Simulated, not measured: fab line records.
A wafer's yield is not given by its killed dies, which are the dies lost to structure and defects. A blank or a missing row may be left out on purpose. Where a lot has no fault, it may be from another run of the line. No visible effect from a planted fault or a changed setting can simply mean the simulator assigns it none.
Problem report, 8D (eight disciplines) form, completed by code ; flow sky130 ; the parts of the form that need people (team, actions taken, sign-off) are left out

1. THE PROBLEM
At SKY_LDD_LDN_IMPLANT_11, dose-ions-cm2 averages 1.2758e+13 over 6 wafers from 2 lots, while fault-free wafers read 1.2499e+13, standard deviation 1.3e+10. That is +20 standard deviations from the usual mean.
First seen on wafer L419.4, day 27 20:45, on implanter-02. At this step, 39 wafers from 13 lots have a number in the record. Rule for "out", or "out of limits": more than 4 standard deviations from the usual mean. The rest of the wafers with a number are treated as sound.

2. WHAT IT IS AND WHAT IT IS NOT
question;is;is not
which readings at this step;dose-ions-cm2;-
which lots;L419, L420;L409, L410, L411, L412, L413, L416, L425, L426, L428, L429, L430
which wafers of those lots;all that have a number;-
read on which tools;implanter-02;implanter-01, implanter-04
when;from day 27 20:45;"up to then (18 sound wafers); but 15 sound wafers of L425, L426, L428, L429, L430 came after"

3. WHAT RULES OUT EACH SUSPECT
Counting: a tool at a process step up to the reading stays a suspect if it ran every lot that is out and no sound lot after the first of them.
- rie-diel-01 at SKY_POLY_GATE_ETCH_15 (etches BARC in N2/H2, stops on SiO2, time 118.5 s, target depth 110 nm): ruled out as a lasting fault. The sound lots L425, L429, L430 went through it after L419, its earliest lot that is out (day 21 13:49).
- implanter-02 at SKY_LDD_LDN_IMPLANT_11: ruled out as a lasting fault. The sound lots L430 went through it after L419, its earliest lot that is out (day 27 20:45).
Left after counting: nothing in the record.

4. THE CAUSE (what the simulator had put in)
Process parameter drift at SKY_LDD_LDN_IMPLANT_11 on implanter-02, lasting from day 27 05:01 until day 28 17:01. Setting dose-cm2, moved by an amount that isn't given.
Counting ruled it out, wrongly.

5. SEQUENCE OF EFFECTS, ordered by route
Each row: a reading where the mean over the struck wafers with a number is more than 3 standard deviations away from the usual. Scope: only readings with a usual standard deviation given in the record; hours: median across lots of the time from each lot's start at the first step in this table that gives one to its start at this step; sigmas: change in usual standard deviations.
hours;step;reading;usual;on struck wafers;change;sigmas
0;SKY_LDD_LDN_IMPLANT_11;dose-ions-cm2;1.2499e+13;1.2758e+13;+2.5900e+11;+20
Here are the process steps it includes:
- SKY_LDD_LDN_IMPLANT_11
Later measuring or inspecting steps at which every struck wafer that the step has a row for has a number for every such reading, and none has moved that far: SKY_SD_P_CD_MEAS_07.

6. WHAT WOULD HAVE CAUGHT IT SOONER
16 hours passed between the start of the fault at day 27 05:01 and the first reading out of limits in this record, taken at day 27 20:45.
